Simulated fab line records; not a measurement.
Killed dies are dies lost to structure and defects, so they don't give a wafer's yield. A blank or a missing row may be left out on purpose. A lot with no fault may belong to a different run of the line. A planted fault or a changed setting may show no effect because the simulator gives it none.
One fault seen from 2 desks | flow sky130 | numbers are kept per desk, each desk with only its own; the story behind them comes last

THE METROLOGY DESK
Lot by lot, what the gauges showed, no matter which tool ran the lot: averages of those sampled wafers that carry a number. Any lot whose mean is over 4 standard deviations away from the usual mean is out of limits and marked OUT; that distance is given in the brackets.
Columns: A = VIA2_BOW at SKY_VIA2_BOW_MEAS_03, usual 85 um; B = cd-nm at SKY_VIA2_CD_MEAS_12, usual 200.1 nm; C = VIA2_OVL at SKY_VIA2_OVL_MEAS_13, usual -2 nm
lot  | first seen here | A  | B     | C
L240 | day 35 03:34    | 85 | 198.1 | -6
L244 | day 37 01:34    | 89 | 199.2 | -3
L256 | day 40 05:08    | 83 | 203.1 | -2
L257 | day 40 11:58    | 89 | 199.2 | 4
L260 | day 41 11:50    | 86 | 201.2 | -8
L263 | day 42 04:27    | 87 | 201.4 | 2
This desk's verdict: no lot among the 6 shows anything out of limits.

AT THE TOOL OWNER'S DESK: rie-diel-03
The tool's own readings at SKY_VIA2_ETCH_14 (etches BARC in N2/H2, stops on SiO2, time 45.9 s, target depth 60 nm): means of the sampled wafers that have a number, for each lot that ran on this tool. Any lot whose mean is over 4 standard deviations away from the usual mean is out of limits and marked OUT; that distance is given in the brackets.
Columns: A = drypump-motor-current-A at SKY_VIA2_ETCH_14, usual 5.9 A; B = oes-product-au at SKY_VIA2_ETCH_14, usual 0.855 a.u.; C = run-length-s at SKY_VIA2_ETCH_14, usual 74.2 s; D = throttle-valve-pct at SKY_VIA2_ETCH_14, usual 13.225 %
lot  | first seen here | A   | B                | C    | D
L244 | day 38 03:49    | 5.9 | 0.854            | 74.5 | 13.222
L256 | day 41 06:01    | 5.8 | 0.900 (+8.9) OUT | 72.2 | 13.230
L257 | day 41 13:10    | 5.8 | 0.899 (+8.6) OUT | 72.3 | 13.228
Finding of this desk: L256, L257 out of limits; the first was L256 at day 41 06:01, on oes-product-au at SKY_VIA2_ETCH_14. Within limits: L244.

TAKEN TOGETHER
On L256, L257, at day 41 06:01, an alarm was possible from the tool owner's desk.
At the metrology desk, nothing out of limits was observed.
The metrology desk has L256, L257 on record, within its limits.
The lots listed all ran SKY_VIA2_ETCH_14 on rie-diel-03.

WHAT THE SIMULATOR PUT IN
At SKY_VIA2_ETCH_14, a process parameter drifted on rie-diel-03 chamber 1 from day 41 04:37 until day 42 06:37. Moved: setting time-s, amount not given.
Lots struck among those shown: L256, L257.
How many hours passed from the start of the fault until each desk's first out-of-limits reading: the tool owner's desk, 1.
